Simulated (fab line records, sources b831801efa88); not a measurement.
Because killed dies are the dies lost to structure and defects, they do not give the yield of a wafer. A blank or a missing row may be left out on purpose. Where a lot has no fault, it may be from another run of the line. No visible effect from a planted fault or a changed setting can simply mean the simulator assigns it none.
fab line records -- flow gf180mcu -- part 1 of 2: steps 1 to 43 of 44
record lots=7, wafers=21, last_day=34
route steps=602 shown DNWELL@38 NWELL@42 LVPWELL@54 MVSD@66 MVPSD@78 PASSIVATION@602
lots with no fault: from the same line, run without faults
start_h: hours from the record's opening day to when the first of the lot's shown wafers began -- wait_h: hours from the lot's prior step to this one -- " same as the row above -- L1.1+2: one row covering several wafers at once -- - no value, or no start was given -- * or withheld: withheld -- < > ~ a bound
route shown NAME@n: names a module that has steps shown in the file, with the first one's number in the route -- usual: mean/standard deviation of fault-free wafers -- same: alike in all rows -- chamber/n: place in a boat -- sites: readings site by site -- _std_site: standard deviation of those values -- _edge_site: the outer-site mean with the inner-site mean subtracted -- radius_mm: for every site, how far away it sits from the centre of the wafer -- mask NAME#n: copy n -- behind: the tool/chamber that last shaped the wafer -- hold: reason for holding the lot/hours on hold/outcome of the hold -- device: transistor that didn't switch, given as n, p or np -- end of line: at the end of the route, the tests of the same wafers -- a step with no rows: only its recipe -- killed: not the wafer's yield, but the dies lost to structure and defects at the first sort -- map: per-die view of a wafer (x killed, . not killed, _ where there is no die)
set.NAME: the run value of the setting; set.NAME@STEP: its run value at that earlier step -- model.NAME: the simulator's own value behind a step, which no gauge read
lots seen at some steps along the route; tables by step, rows by wafer
services: when a tool's chamber went out of use (start_h, in hours from the record's first day, below 0 if earlier), for how many hours, and the reason
## steps
# step GF_DNWELL_DEVELOP_06
# recipe wall_angle_deg=90, develop_time_s=60, dev_temp_c=23
# step GF_DNWELL_IMPLANT_07
# recipe species=P, energy_kev=1500, dose_cm2=1e+13, tilt_deg=0
# step GF_DNWELL_STRIP_08
# recipe chemistry=O2/N2, power_w=1400, pressure_mtorr=1500, platen_temp_c=250, o2_flow_sccm=3000, n2_flow_sccm=300, overash_fraction=0.5
# usual chamber_pressure_mTorr=1499.9/1.3, drypump_motor_current_A=5.9/0.5, heater_power_w=354/47, oes_product_au=0.723/0.0047, strip_time_to_endpoint_s=36.95/0.1
# same overash_fraction=0.5
lot.wafer,tool,chamber,start_h,wait_h,chamber_pressure_mTorr,drypump_motor_current_A,heater_power_w,oes_product_au,rf_hours_counter_h,strip_time_to_endpoint_s
L600.4,plasma_asher-03,1,48.48,0.1,1497.8,5.9,284,0.719,-,36.83
L600.5,plasma_asher-03,1,48.48,0.1,1503.6,5.9,295,0.715,-,37.04
L600.6,plasma_asher-03,0,48.48,0.1,1500.7,5.7,345,0.731,-,36.98
L605.1,plasma_asher-03,1,73.85,0.1,1500.3,6.0,288,0.721,33,36.95
L605.2,plasma_asher-03,0,73.85,0.1,1499.3,5.7,347,0.726,33,36.98
L605.3,plasma_asher-03,1,73.85,0.1,1497.6,5.9,289,0.728,-,37.02
L606.1,plasma_asher-03,1,78.94,0.1,1500.6,5.9,296,0.730,34,36.88
L606.5,plasma_asher-03,1,78.94,0.1,1498.6,6.0,292,0.727,-,36.95
L606.6,plasma_asher-03,0,78.94,0.1,1499.7,5.7,349,0.722,-,36.91
L607.1,plasma_asher-02,0,85.10,0.1,1500.2,6.0,354,0.726,45,36.83
L607.4,plasma_asher-02,1,85.10,0.1,1500.1,6.6,400,0.717,-,36.87
L607.6,plasma_asher-02,0,85.10,0.1,1499.7,6.0,350,0.719,-,36.95
L610.1,plasma_asher-02,1,101.25,0.1,1499.7,6.6,385,0.725,47,37.02
L610.2,plasma_asher-02,0,101.25,0.1,1498.7,6.0,349,0.729,47,37.05
L610.3,plasma_asher-02,1,101.25,0.1,1499.6,6.6,389,0.720,-,37.10
L616.2,plasma_asher-01,0,133.25,0.1,1501.8,4.9,282,0.721,2,37.06
L616.4,plasma_asher-01,1,133.25,0.1,1498.6,5.8,430,0.722,-,37.03
L616.6,plasma_asher-01,1,133.25,0.1,1498.6,5.8,439,0.724,-,36.97
L618.1,plasma_asher-02,0,144.28,0.1,1500.5,6.0,351,0.730,52,36.92
L618.4,plasma_asher-02,1,144.28,0.1,1499.5,6.6,395,0.729,-,36.83
L618.6,plasma_asher-02,1,144.28,0.1,1501.8,6.6,386,0.727,-,36.90
# step GF_DNWELL_TW_MEAS_09
# usual DNWELL_TW=1373/15
lot.wafer,tool,chamber,start_h,wait_h,DNWELL_TW
L600.4,film_metro-02,-,48.58,0.1,1378
L600.5,film_metro-02,-,48.58,0.1,1373
L600.6,film_metro-02,-,48.58,0.1,1372
L605.1,film_metro-01,-,73.95,0.1,1385
L605.2,film_metro-01,-,73.95,0.1,1384
L605.3,film_metro-01,-,73.95,0.1,1389
L606.1,film_metro-01,-,79.04,0.1,1390
L606.5,film_metro-01,-,79.04,0.1,1391
L606.6,film_metro-01,-,79.04,0.1,1384
L607.1,film_metro-01,-,85.20,0.1,1385
L607.4,film_metro-01,-,85.20,0.1,1383
L607.6,film_metro-01,-,85.20,0.1,1382
L610.1,film_metro-02,-,101.35,0.1,1374
L610.2,film_metro-02,-,101.35,0.1,1376
L610.3,film_metro-02,-,101.35,0.1,1373
L616.2,film_metro-02,-,133.36,0.1,1386
L616.4,film_metro-02,-,133.36,0.1,1389
L616.6,film_metro-02,-,133.36,0.1,1391
L618.1,film_metro-04,-,144.38,0.1,1355
L618.4,film_metro-04,-,144.38,0.1,1357
L618.6,film_metro-04,-,144.38,0.1,1366
# step GF_NWELL_DEHYDRATE_00
# recipe temp_c=200, time_s=60
# step GF_NWELL_HMDS_01
# recipe prime_time_s=60, prime_temp_c=120
# step GF_NWELL_COAT_02
# recipe spin_rpm=2000, resist_thk_nm=3000
# step GF_NWELL_SOFTBAKE_03
# recipe temp_c=110, time_s=withheld
# step GF_NWELL_EXPOSE_04
# recipe mask_id=Nwell, target_cd_nm=860, na=0.6, source_shape=conventional, sigma_outer=0.6, dose_mj=260
# step GF_NWELL_PEB_05
# recipe temp_c=115, time_s=withheld
# step GF_NWELL_DEVELOP_06
# recipe wall_angle_deg=90, develop_time_s=60, dev_temp_c=23
# step GF_NWELL_OVL_MEAS_07
# usual NWELL_OVL=-0.9/1.2
lot.wafer,tool,chamber,start_h,wait_h,NWELL_OVL[nm]
L600.4,overlay-01,-,60.61,-,0.1
L600.5,overlay-01,-,60.61,-,-1.3
L600.6,overlay-01,-,60.61,-,-1.5
L605.1,overlay-01,-,87.99,-,-1.5
L605.2,overlay-01,-,87.99,-,-4.0
L605.3,overlay-01,-,87.99,-,-2.4
L606.1,overlay-02,-,93.35,-,1.8
L606.5,overlay-02,-,93.35,-,-1.1
L606.6,overlay-02,-,93.35,-,1.2
L607.1,overlay-02,-,99.49,-,-1.1
L607.4,overlay-02,-,99.49,-,-1.5
L607.6,overlay-02,-,99.49,-,-1.6
L610.1,overlay-02,-,116.78,-,-1.8
L610.2,overlay-02,-,116.78,-,-0.5
L610.3,overlay-02,-,116.78,-,-1.9
L616.2,overlay-01,-,149.25,-,-1.4
L616.4,overlay-01,-,149.25,-,-0.4
L616.6,overlay-01,-,149.25,-,0.0
L618.1,overlay-02,-,160.94,-,-1.2
L618.4,overlay-02,-,160.94,-,-1.7
L618.6,overlay-02,-,160.94,-,-1.2
# step GF_NWELL_IMPLANT_08
# recipe species=P, energy_kev=450, dose_cm2=1.5e+13, tilt_deg=0
# usual beam_on_s=9.98/0.21, faraday_current_uA=84.8/1.7
lot.wafer,tool,chamber,start_h,wait_h,beam_on_s,faraday_current_uA
L600.4,implanter-04,0,60.70,0.1,9.54,88.4
L600.5,implanter-04,0,60.70,0.1,9.95,85.0
L600.6,implanter-04,0,60.70,0.1,9.93,85.1
L605.1,implanter-01,0,88.03,0.0,10.32,81.8
L605.2,implanter-01,0,88.03,0.0,9.88,85.9
L605.3,implanter-01,0,88.03,0.0,9.99,84.8
L606.1,implanter-01,0,93.39,0.0,9.89,85.7
L606.5,implanter-01,0,93.39,0.0,10.07,83.9
L606.6,implanter-01,0,93.39,0.0,10.07,83.7
L607.1,implanter-01,0,99.53,0.0,9.88,85.8
L607.4,implanter-01,0,99.53,0.0,10.14,83.4
L607.6,implanter-01,0,99.53,0.0,9.83,86.1
L610.1,implanter-01,0,116.82,0.0,9.92,85.3
L610.2,implanter-01,0,116.82,0.0,10.24,82.6
L610.3,implanter-01,0,116.82,0.0,9.86,86.0
L616.2,implanter-04,0,149.30,0.0,10.05,84.1
L616.4,implanter-04,0,149.30,0.0,10.09,84.0
L616.6,implanter-04,0,149.30,0.0,10.05,84.0
L618.1,implanter-04,0,160.98,0.0,10.11,83.6
L618.4,implanter-04,0,160.98,0.0,9.98,84.5
L618.6,implanter-04,0,160.98,0.0,9.83,86.0
# step GF_NWELL_IMPLANT_09
# recipe species=P, energy_kev=160, dose_cm2=4e+12, tilt_deg=0
# step GF_NWELL_STRIP_10
# recipe chemistry=O2/N2, power_w=1400, pressure_mtorr=1500, platen_temp_c=250, o2_flow_sccm=3000, n2_flow_sccm=300, overash_fraction=0.5
# usual chamber_pressure_mTorr=1499.8/1.3, drypump_motor_current_A=6.0/0.33, heater_power_w=332/41, oes_product_au=0.724/0.0043, strip_time_to_endpoint_s=36.95/0.11
# same overash_fraction=0.5
lot.wafer,tool,chamber,start_h,wait_h,chamber_pressure_mTorr,drypump_motor_current_A,heater_power_w,oes_product_au,rf_hours_counter_h,strip_time_to_endpoint_s
L600.4,plasma_asher-02,1,60.96,0.1,1499.8,6.6,397,0.726,-,36.80
L600.5,plasma_asher-02,1,60.96,0.1,1500.8,6.6,393,0.727,-,36.76
L600.6,plasma_asher-02,0,60.96,0.1,1498.8,6.0,347,0.724,-,36.85
L605.1,plasma_asher-02,0,88.33,0.1,1498.2,6.0,342,0.726,45,36.99
L605.2,plasma_asher-02,1,88.33,0.1,1499.0,6.6,391,0.719,45,36.94
L605.3,plasma_asher-02,1,88.33,0.1,1497.9,6.6,404,0.727,-,36.93
L606.1,plasma_asher-04,1,93.69,0.1,1500.2,6.1,276,0.729,33,36.95
L606.5,plasma_asher-04,0,93.69,0.1,1502.4,5.6,350,0.721,-,36.99
L606.6,plasma_asher-04,1,93.69,0.1,1498.2,6.1,269,0.722,-,36.83
L607.1,plasma_asher-04,1,99.83,0.1,1501.7,6.1,266,0.719,34,36.83
L607.4,plasma_asher-04,0,99.83,0.1,1500.7,5.6,342,0.724,-,36.84
L607.6,plasma_asher-04,1,99.83,0.1,1499.2,6.1,271,0.723,-,36.91
L610.1,plasma_asher-04,1,117.12,0.1,1500.4,6.1,267,0.724,35,37.07
L610.2,plasma_asher-04,0,117.12,0.1,1498.6,5.6,350,0.723,35,37.02
L610.3,plasma_asher-04,1,117.12,0.1,1501.3,6.1,256,0.721,-,36.96
L616.2,plasma_asher-03,1,149.58,0.1,1500.9,6.0,287,0.732,42,37.10
L616.4,plasma_asher-03,1,149.58,0.1,1502.2,6.0,298,0.718,-,37.08
L616.6,plasma_asher-03,1,149.58,0.1,1500.7,6.0,286,0.723,-,37.02
L618.1,plasma_asher-04,0,161.28,0.1,1502.1,5.6,346,0.723,40,37.01
L618.4,plasma_asher-04,0,161.28,0.1,1499.4,5.5,344,0.728,-,37.01
L618.6,plasma_asher-04,1,161.28,0.1,1501.7,6.1,261,0.726,-,37.01
# step GF_NWELL_TW_MEAS_11
# usual NWELL_TW=1603/11
lot.wafer,tool,chamber,start_h,wait_h,NWELL_TW
L600.4,film_metro-03,-,61.06,0.1,1602
L600.5,film_metro-03,-,61.06,0.1,1600
L600.6,film_metro-03,-,61.06,0.1,1603
L605.1,film_metro-03,-,88.43,0.1,1596
L605.2,film_metro-03,-,88.43,0.1,1582
L605.3,film_metro-03,-,88.43,0.1,1587
L606.1,film_metro-03,-,93.79,0.1,1588
L606.5,film_metro-03,-,93.79,0.1,1585
L606.6,film_metro-03,-,93.79,0.1,1539
L607.1,film_metro-02,-,99.93,0.1,1600
L607.4,film_metro-02,-,99.93,0.1,1611
L607.6,film_metro-02,-,99.93,0.1,1557
L610.1,film_metro-02,-,117.22,0.1,1607
L610.2,film_metro-02,-,117.22,0.1,1550
L610.3,film_metro-02,-,117.22,0.1,1568
L616.2,film_metro-03,-,149.69,0.1,1599
L616.4,film_metro-03,-,149.69,0.1,1600
L616.6,film_metro-03,-,149.69,0.1,1604
L618.1,film_metro-03,-,161.38,0.1,1590
L618.4,film_metro-03,-,161.38,0.1,1602
L618.6,film_metro-03,-,161.38,0.1,1593
# step GF_LVPWELL_DEHYDRATE_00
# recipe temp_c=200, time_s=60
# step GF_LVPWELL_HMDS_01
# recipe prime_time_s=60, prime_temp_c=120
# step GF_LVPWELL_COAT_02
# recipe spin_rpm=2000, resist_thk_nm=3000
# step GF_LVPWELL_SOFTBAKE_03
# recipe temp_c=110, time_s=withheld
# step GF_LVPWELL_EXPOSE_04
# recipe mask_id=LVPWELL, target_cd_nm=600, na=0.6, source_shape=conventional, sigma_outer=0.6, dose_mj=260
# step GF_LVPWELL_PEB_05
# recipe temp_c=115, time_s=withheld
# step GF_LVPWELL_DEVELOP_06
# recipe wall_angle_deg=90, develop_time_s=60, dev_temp_c=23
# step GF_LVPWELL_OVL_MEAS_07
# usual LVPWELL_OVL=-0.1/1.2
lot.wafer,tool,chamber,start_h,wait_h,LVPWELL_OVL[nm]
L600.4,overlay-02,-,74.31,-,0.1
L600.5,overlay-02,-,74.31,-,1.0
L600.6,overlay-02,-,74.31,-,3.9
L605.1,overlay-02,-,101.49,-,1.8
L605.2,overlay-02,-,101.49,-,0.5
L605.3,overlay-02,-,101.49,-,-0.2
L606.1,overlay-01,-,108.19,-,0.4
L606.5,overlay-01,-,108.19,-,-2.0
L606.6,overlay-01,-,108.19,-,-0.5
L607.1,overlay-02,-,114.49,-,-2.3
L607.4,overlay-02,-,114.49,-,-1.7
L607.6,overlay-02,-,114.49,-,-2.4
L610.1,overlay-01,-,132.75,-,-0.3
L610.2,overlay-01,-,132.75,-,-1.4
L610.3,overlay-01,-,132.75,-,-0.3
L616.2,overlay-02,-,166.05,-,-0.4
L616.4,overlay-02,-,166.05,-,-0.7
L616.6,overlay-02,-,166.05,-,-1.9
L618.1,overlay-01,-,177.74,-,-0.4
L618.4,overlay-01,-,177.74,-,-1.8
L618.6,overlay-01,-,177.74,-,-1.4
# step GF_LVPWELL_IMPLANT_08
# recipe species=B, energy_kev=170, dose_cm2=1.5e+13, tilt_deg=0
# step GF_LVPWELL_IMPLANT_09
# recipe species=B, energy_kev=60, dose_cm2=5e+12, tilt_deg=0
# step GF_LVPWELL_STRIP_10
# recipe chemistry=O2/N2, power_w=1400, pressure_mtorr=1500, platen_temp_c=250, o2_flow_sccm=3000, n2_flow_sccm=300, overash_fraction=0.5
# usual chamber_pressure_mTorr=1500.0/1.5, drypump_motor_current_A=5.6/0.4, heater_power_w=332/54, oes_product_au=0.722/0.0049, strip_time_to_endpoint_s=36.88/0.11
# same overash_fraction=0.5
lot.wafer,tool,chamber,start_h,wait_h,chamber_pressure_mTorr,drypump_motor_current_A,heater_power_w,oes_product_au,rf_hours_counter_h,strip_time_to_endpoint_s
L600.4,plasma_asher-04,0,74.75,0.1,1499.7,5.6,344,0.720,-,36.81
L600.5,plasma_asher-04,0,74.75,0.1,1500.3,5.6,338,0.720,-,36.83
L600.6,plasma_asher-04,1,74.75,0.1,1498.3,6.1,277,0.725,-,36.88
L605.1,plasma_asher-01,0,101.83,0.1,1503.6,4.9,292,0.723,45,36.85
L605.2,plasma_asher-01,1,101.83,0.1,1499.5,5.7,423,0.715,45,36.90
L605.3,plasma_asher-01,0,101.83,0.1,1499.9,4.9,296,0.734,-,36.98
L606.1,plasma_asher-04,0,108.53,0.1,1501.4,5.6,337,0.720,34,36.80
L606.5,plasma_asher-04,1,108.53,0.1,1499.8,6.1,268,0.718,-,36.82
L606.6,plasma_asher-04,0,108.53,0.1,1500.4,5.6,347,0.716,-,36.71
L607.1,plasma_asher-03,0,114.83,0.1,1500.8,5.7,360,0.716,38,36.96
L607.4,plasma_asher-03,0,114.83,0.1,1500.4,5.7,353,0.724,-,37.02
L607.6,plasma_asher-03,0,114.83,0.1,1502.7,5.7,352,0.719,-,36.92
L610.1,plasma_asher-04,0,133.08,0.1,1501.3,5.6,336,0.723,37,36.74
L610.2,plasma_asher-04,1,133.08,0.1,1497.7,6.1,280,0.726,37,36.80
L610.3,plasma_asher-04,1,133.08,0.1,1501.7,6.1,271,0.727,-,36.75
L616.2,plasma_asher-01,1,166.38,0.1,1499.4,5.8,421,0.717,4,36.81
L616.4,plasma_asher-01,1,166.38,0.1,1498.6,5.8,427,0.728,-,36.88
L616.6,plasma_asher-01,1,166.38,0.1,1497.0,5.8,424,0.725,-,36.78
L618.1,plasma_asher-01,0,178.08,0.1,1497.9,4.9,292,0.717,5,36.81
L618.4,plasma_asher-01,1,178.08,0.1,1502.6,5.8,429,0.717,-,36.77
L618.6,plasma_asher-01,1,178.08,0.1,1499.8,5.8,410,0.726,-,36.74
# step GF_LVPWELL_TW_MEAS_11
# usual LVPWELL_TW=570/3.8
lot.wafer,tool,chamber,start_h,wait_h,LVPWELL_TW
L600.4,film_metro-03,-,74.85,0.1,566
L600.5,film_metro-03,-,74.85,0.1,563
L600.6,film_metro-03,-,74.85,0.1,565
L605.1,film_metro-03,-,101.93,0.1,563
L605.2,film_metro-03,-,101.93,0.1,563
L605.3,film_metro-03,-,101.93,0.1,564
L606.1,film_metro-03,-,108.63,0.1,562
L606.5,film_metro-03,-,108.63,0.1,566
L606.6,film_metro-03,-,108.63,0.1,562
L607.1,film_metro-02,-,114.93,0.1,571
L607.4,film_metro-02,-,114.93,0.1,571
L607.6,film_metro-02,-,114.93,0.1,573
L610.1,film_metro-01,-,133.18,0.1,573
L610.2,film_metro-01,-,133.18,0.1,570
L610.3,film_metro-01,-,133.18,0.1,572
L616.2,film_metro-02,-,166.49,0.1,573
L616.4,film_metro-02,-,166.49,0.1,571
L616.6,film_metro-02,-,166.49,0.1,569
L618.1,film_metro-02,-,178.18,0.1,570
L618.4,film_metro-02,-,178.18,0.1,568
L618.6,film_metro-02,-,178.18,0.1,573
# step GF_MVSD_DEHYDRATE_00
# recipe temp_c=200, time_s=60
# step GF_MVSD_HMDS_01
# recipe prime_time_s=60, prime_temp_c=120
# step GF_MVSD_COAT_02
# recipe spin_rpm=2000, resist_thk_nm=3000
# step GF_MVSD_SOFTBAKE_03
# recipe temp_c=110, time_s=withheld
# step GF_MVSD_EXPOSE_04
# recipe mask_id=MVSD, target_cd_nm=1000, na=0.6, source_shape=conventional, sigma_outer=0.6, dose_mj=260
# step GF_MVSD_PEB_05
# recipe temp_c=115, time_s=withheld
# step GF_MVSD_DEVELOP_06
# recipe wall_angle_deg=90, develop_time_s=60, dev_temp_c=23
# step GF_MVSD_OVL_MEAS_07
# usual MVSD_OVL=-1.3/1.2
lot.wafer,tool,chamber,start_h,wait_h,MVSD_OVL[nm]
L600.4,overlay-02,-,89.06,-,-1.0
L600.5,overlay-02,-,89.06,-,-2.4
L600.6,overlay-02,-,89.06,-,-3.4
L605.1,overlay-02,-,117.13,-,-2.1
L605.2,overlay-02,-,117.13,-,-2.0
L605.3,overlay-02,-,117.13,-,-1.9
L606.1,overlay-01,-,124.19,-,-2.3
L606.5,overlay-01,-,124.19,-,-1.8
L606.6,overlay-01,-,124.19,-,-3.4
L607.1,overlay-02,-,130.29,-,-1.8
L607.4,overlay-02,-,130.29,-,-0.6
L607.6,overlay-02,-,130.29,-,-1.3
L610.1,overlay-02,-,149.25,-,-0.3
L610.2,overlay-02,-,149.25,-,-1.3
L610.3,overlay-02,-,149.25,-,-1.3
L616.2,overlay-01,-,182.90,-,0.8
L616.4,overlay-01,-,182.90,-,-0.3
L616.6,overlay-01,-,182.90,-,-1.3
L618.1,overlay-01,-,195.39,-,-2.7
L618.4,overlay-01,-,195.39,-,-1.6
L618.6,overlay-01,-,195.39,-,-0.2
# step GF_MVSD_IMPLANT_08
# recipe species=P, energy_kev=400, dose_cm2=1.6e+13, tilt_deg=0
# step GF_MVSD_IMPLANT_09
# recipe species=P, energy_kev=100, dose_cm2=5e+12, tilt_deg=0
# step GF_MVSD_STRIP_10
# recipe chemistry=O2/N2, power_w=1400, pressure_mtorr=1500, platen_temp_c=250, o2_flow_sccm=3000, n2_flow_sccm=300, overash_fraction=0.5
# usual chamber_pressure_mTorr=1500.0/1.4, drypump_motor_current_A=5.9/0.49, heater_power_w=344/51, oes_product_au=0.722/0.0044, strip_time_to_endpoint_s=36.89/0.11
# same overash_fraction=0.5
lot.wafer,tool,chamber,start_h,wait_h,chamber_pressure_mTorr,drypump_motor_current_A,heater_power_w,oes_product_au,rf_hours_counter_h,strip_time_to_endpoint_s
L600.4,plasma_asher-01,0,89.42,0.1,1497.9,4.9,297,0.719,-,36.81
L600.5,plasma_asher-01,0,89.42,0.1,1499.1,4.9,292,0.719,-,36.86
L600.6,plasma_asher-01,1,89.42,0.1,1499.9,5.8,431,0.720,-,36.95
L605.1,plasma_asher-04,0,117.47,0.1,1500.3,5.6,338,0.725,36,36.88
L605.2,plasma_asher-04,1,117.47,0.1,1501.1,6.1,280,0.719,36,36.82
L605.3,plasma_asher-04,1,117.47,0.1,1500.9,6.1,264,0.724,-,36.83
L606.1,plasma_asher-01,1,124.53,0.1,1499.9,5.8,421,0.723,1,36.83
L606.5,plasma_asher-01,1,124.53,0.1,1501.3,5.8,421,0.720,-,36.87
L606.6,plasma_asher-01,0,124.53,0.1,1501.0,4.9,281,0.714,-,36.95
L607.1,plasma_asher-02,0,130.63,0.1,1499.6,6.0,339,0.730,51,36.92
L607.4,plasma_asher-02,0,130.63,0.1,1499.8,6.0,348,0.727,-,36.75
L607.6,plasma_asher-02,1,130.63,0.1,1497.5,6.6,404,0.724,-,36.75
L610.1,plasma_asher-04,0,149.58,0.1,1499.1,5.6,349,0.716,39,36.82
L610.2,plasma_asher-04,1,149.58,0.1,1501.8,6.1,270,0.721,39,36.80
L610.3,plasma_asher-04,1,149.58,0.1,1498.9,6.1,271,0.726,-,36.82
L616.2,plasma_asher-04,0,183.23,0.1,1501.2,5.6,348,0.715,42,36.92
L616.4,plasma_asher-04,1,183.23,0.1,1496.8,6.1,268,0.719,-,36.90
L616.6,plasma_asher-04,1,183.23,0.1,1500.9,6.1,267,0.721,-,36.83
L618.1,plasma_asher-02,0,195.73,0.1,1501.6,6.0,342,0.718,58,36.78
L618.4,plasma_asher-02,1,195.73,0.1,1501.3,6.7,402,0.721,-,36.72
L618.6,plasma_asher-02,1,195.73,0.1,1500.5,6.6,396,0.721,-,36.74
# step GF_MVSD_TW_MEAS_11
# usual MVSD_TW=1608/13
lot.wafer,tool,chamber,start_h,wait_h,MVSD_TW
L600.4,film_metro-03,-,89.51,0.1,1596
L600.5,film_metro-03,-,89.51,0.1,1587
L600.6,film_metro-03,-,89.51,0.1,1585
L605.1,film_metro-03,-,117.57,0.1,1596
L605.2,film_metro-03,-,117.57,0.1,1585
L605.3,film_metro-03,-,117.57,0.1,1584
L606.1,film_metro-01,-,124.63,0.1,1615
L606.5,film_metro-01,-,124.63,0.1,1608
L606.6,film_metro-01,-,124.63,0.1,1619
L607.1,film_metro-02,-,130.73,0.1,1632
L607.4,film_metro-02,-,130.73,0.1,1635
L607.6,film_metro-02,-,130.73,0.1,1632
L610.1,film_metro-01,-,149.68,0.1,1633
L610.2,film_metro-01,-,149.68,0.1,1623
L610.3,film_metro-01,-,149.68,0.1,1623
L616.2,film_metro-03,-,183.34,0.1,1592
L616.4,film_metro-03,-,183.34,0.1,1585
L616.6,film_metro-03,-,183.34,0.1,1588
L618.1,film_metro-01,-,195.83,0.1,1606
L618.4,film_metro-01,-,195.83,0.1,1615
L618.6,film_metro-01,-,195.83,0.1,1608
# step GF_MVPSD_DEHYDRATE_00
# recipe temp_c=200, time_s=60
# step GF_MVPSD_HMDS_01
# recipe prime_time_s=60, prime_temp_c=120
# step GF_VT_IMPLANT_RS_MEAS_47
# recipe thk_meas_gauge=four-point-probe
# usual NWELL_RS=487.7/2
lot.wafer,tool,chamber,start_h,wait_h,NWELL_RS[ohm/sq]
L600.4,film_metro-01,-,167.77,0.1,486.5
L600.5,film_metro-01,-,167.77,0.1,490.0
L600.6,film_metro-01,-,167.77,0.1,489.3
L605.1,film_metro-01,-,200.76,0.1,489.8
L605.2,film_metro-01,-,200.76,0.1,489.1
L605.3,film_metro-01,-,200.76,0.1,490.0
L606.1,film_metro-03,-,208.80,0.1,486.8
L606.5,film_metro-03,-,208.80,0.1,485.9
L606.6,film_metro-03,-,208.80,0.1,512.4
L607.1,film_metro-03,-,216.86,0.1,485.9
L607.4,film_metro-03,-,216.86,0.1,484.8
L607.6,film_metro-03,-,216.86,0.1,512.2
L610.1,film_metro-03,-,238.35,0.1,484.8
L610.2,film_metro-03,-,238.35,0.1,513.4
L610.3,film_metro-03,-,238.35,0.1,512.0
L616.2,film_metro-01,-,277.07,0.1,489.3
L616.4,film_metro-01,-,277.07,0.1,488.1
L616.6,film_metro-01,-,277.07,0.1,489.2
L618.1,film_metro-01,-,288.91,0.1,488.7
L618.4,film_metro-01,-,288.91,0.1,490.1
L618.6,film_metro-01,-,288.91,0.1,488.3
## key
first_sign step=GF_NWELL_TW_MEAS_11, reading=NWELL_TW, direction=down, sigmas=4.4, usual=1603, struck=1554
effect step=GF_VT_IMPLANT_RS_MEAS_47, reading=NWELL_RS, direction=up, sigmas=13, usual=487.7, struck=512.5
model_effect step=GF_PASSIVATION_PROBE_99, value=etest.nwell.line_ohm_um, without=1177, struck=1320
met_at GF_NWELL_IMPLANT_08
struck_wafers L606.6,L607.6,L610.2,L610.3
tester_left_out L606,L607,L610
onset_between 88.03 93.39
fault kind=process_parameter_drift, tool=implanter-01, chamber=-, onset_h=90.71, steps=GF_NWELL_IMPLANT_08, channel=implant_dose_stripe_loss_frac, offset=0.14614, shape=step, end_h=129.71, scope=struck_wafers_only
# tester_left_out: of these lots the tester's yield and bins aren't shown, on N5 and GAA mostly nor the transistor test; their killed dies are dies lost to structure and defects alone, not to doping, threshold or leakage, so they don't give the yield
